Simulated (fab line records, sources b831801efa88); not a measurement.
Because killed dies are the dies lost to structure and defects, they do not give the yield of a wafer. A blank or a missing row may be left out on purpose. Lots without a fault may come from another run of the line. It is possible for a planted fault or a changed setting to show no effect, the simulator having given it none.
Problem report in the 8D (eight disciplines) form, filled by code -- flow gf180mcu -- the parts of the form that need people (team, actions taken, sign-off) are left out

## 1. PROBLEM STATEMENT
cd-nm at GF_PSD_CD_MEAS_07 reads a mean of 410.4 nm on 3 wafers of 2 lots; wafers without a fault read 400.4 nm with a standard deviation of 1.9. Measured from the usual mean, that is +5.3 standard deviations.
The step: target cd 400 nm.
Seen first at day 18 09:35 on cd-sem-02, wafer L178.1. Wafers with a number at this step in the record: 42, from 14 lots. Rule for "out" (also "out of limits"): further than 4 standard deviations from the usual mean. Any other wafer with a number is counted as sound.

## 2. WHAT THIS IS AND IS NOT
question,is,is not
which readings at this step,cd-nm,-
which lots,"L178, L179","L169, L172, L173, L174, L175, L176, L177, L187, L188, L189, L190, L191"
which wafers of those lots,"L178.1, L178.2, L179.4","L178.6, L179.5, L179.6"
read on which gauges,"cd-sem-01, cd-sem-02",-
when,from day 18 09:35,"up to then (22 sound wafers); but 17 sound wafers of L179, L187, L188, L189, L190, L191 came after"

## 3. SUSPECTS, AND WHAT RULES EACH OUT
Counting: any tool at a process step up to the reading remains a suspect provided it ran every lot that is out. Sound lots after the first of them don't rule it out here, since some wafers of a struck lot are sound.
- the gauge at GF_PSD_CD_MEAS_07 is ruled out. The wafers that are out were read on 2 gauges (cd-sem-01, cd-sem-02).
- plasma-asher-02 at GF_HV_LDD_STRIP_22 (strips in O2/N2): kept. It ran every lot that is out, first L178 (day 14 09:00); its last sound lot up to then is L173 (day 12 16:44).
- litho-track-01 at GF_PSD_DEVELOP_06 (develop time 60 s): kept. It ran every lot that is out, first L178 (day 18 09:26); its last sound lot up to then is L176 (day 17 13:16).
After counting, plasma-asher-02 at GF_HV_LDD_STRIP_22 and litho-track-01 at GF_PSD_DEVELOP_06 remain.

## 4. THE CAUSE (what the simulator had put in)
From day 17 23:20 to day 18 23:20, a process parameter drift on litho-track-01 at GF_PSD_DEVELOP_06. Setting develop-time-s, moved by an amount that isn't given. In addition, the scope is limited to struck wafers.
2 suspects survive the count, and this tool is in that group.

## 5. THE EFFECT CHAIN, in route order
Rows list readings where the struck wafers' mean (over those with a number) sits beyond 3 standard deviations from the usual. Scope: only readings with a usual standard deviation given in the record; hours: median across lots of the time from each lot's start at the first step in this table that gives one to its start at this step; sigmas: change in usual standard deviations.
hours,step,reading,usual,on struck wafers,change,sigmas
0,GF_PSD_CD_MEAS_07,cd-nm,400.4 nm,410.4,+10.0,+5.3
Later steps that measure or inspect, where all struck wafers having a row at the step show a number for every such reading and not one has moved that far: GF_PSD_OVL_MEAS_08.

## 6. WHAT WOULD HAVE CAUGHT IT SOONER
10 hours passed between the start of the fault at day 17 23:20 and the first reading out of limits at a measuring or inspecting step in this record, taken at day 18 09:35.
L179, from the lots that are out (2), started GF_PSD_DEVELOP_06 on litho-track-01 later than day 18 09:35. A tool hold placed at that time would have kept it from harm.
